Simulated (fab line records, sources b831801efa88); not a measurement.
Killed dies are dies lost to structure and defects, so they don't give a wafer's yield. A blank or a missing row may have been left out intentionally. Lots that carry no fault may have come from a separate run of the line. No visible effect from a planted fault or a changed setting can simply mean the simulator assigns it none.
Which of the tools did it? -- flow sky130 -- Sampling: 11 lots, 33 wafers, 2 of 708 route steps

WHAT THE GAUGES SHOWED, per wafer
SKY_VT_ADJUST_HVTP_OVL_MEAS_08.
lot,measured,on,VT_ADJUST_HVTP_OVL (nm)
L247,day 6 10:13,overlay-01,0.4 0.1 -3.0
L248,day 6 14:37,overlay-01,-0.9 -1.0 -0.7
L250,day 7 04:40,overlay-01,1.7 -0.8 1.4
L256,day 8 19:13,overlay-02,0.8 -0.4 0.1
L260,day 9 17:49,overlay-02,-0.7 1.4 -0.2
L261,day 10 00:48,overlay-02,0.9 1.0 1.5
L262,day 10 06:04,overlay-02,-1.5 -2.4 -0.5
L264,day 10 22:53,overlay-01,0.7 1.5 -0.1
L266,day 11 12:49,overlay-01,-1.1 0.4 -0.2
L268,day 11 21:28,overlay-01,1.1 2.1 1.3
L269,day 13 04:43,overlay-02,-0.3 0.7 -2.2

TOOL THAT RAN EACH LOT (tool first, then ch and the chambers of the sampled wafers, then the start)
lot,SKY_FIELD_ISO_ETCH_17
L247,"rie si-02 ch 0,2,3, day 2 12:48"
L248,"rie si-01 ch 1,2, day 2 15:51"
L250,"rie si-02 ch 1,2,3, day 3 00:45"
L256,"rie si-01 ch 1,2, day 4 11:06"
L260,"rie si-01 ch 0,1,2, day 5 05:00"
L261,"rie si-01 ch 0,1, day 5 10:39"
L262,"rie si-01 ch 0,1,2, day 5 16:39"
L264,"rie si-02 ch 1,3, day 6 03:39"
L266,"rie si-01 ch 1,3, day 6 13:51"
L268,"rie si-02 ch 0,1,3, day 7 00:34"
L269,"rie si-02 ch 0,1, day 7 05:28"
- SKY_FIELD_ISO_ETCH_17: etches Si in HBr/Cl2/O2, target depth 342 nm, time 97.7 s.

THE ANSWER, worked out from the rows above alone
Rule: what is usual is taken from the lots themselves. Put in order of their means at a reading, lots are off if they are a third of the lots or fewer, leave a main group of 4 or more, and stand apart from it by a gap of 3 or more times the standard deviation of the main group's means; of several such gaps the widest counts. A main group is skipped when, at the precision printed for the reading in the tables above, its means are all equal. Also off: a lot with no number at a reading for which 4 or more lots have one. The other lots that the step has rows for count as sound.
No lot is off on any of the readings shown, so nothing can be concluded from this.

WHAT THE SIMULATOR PUT IN
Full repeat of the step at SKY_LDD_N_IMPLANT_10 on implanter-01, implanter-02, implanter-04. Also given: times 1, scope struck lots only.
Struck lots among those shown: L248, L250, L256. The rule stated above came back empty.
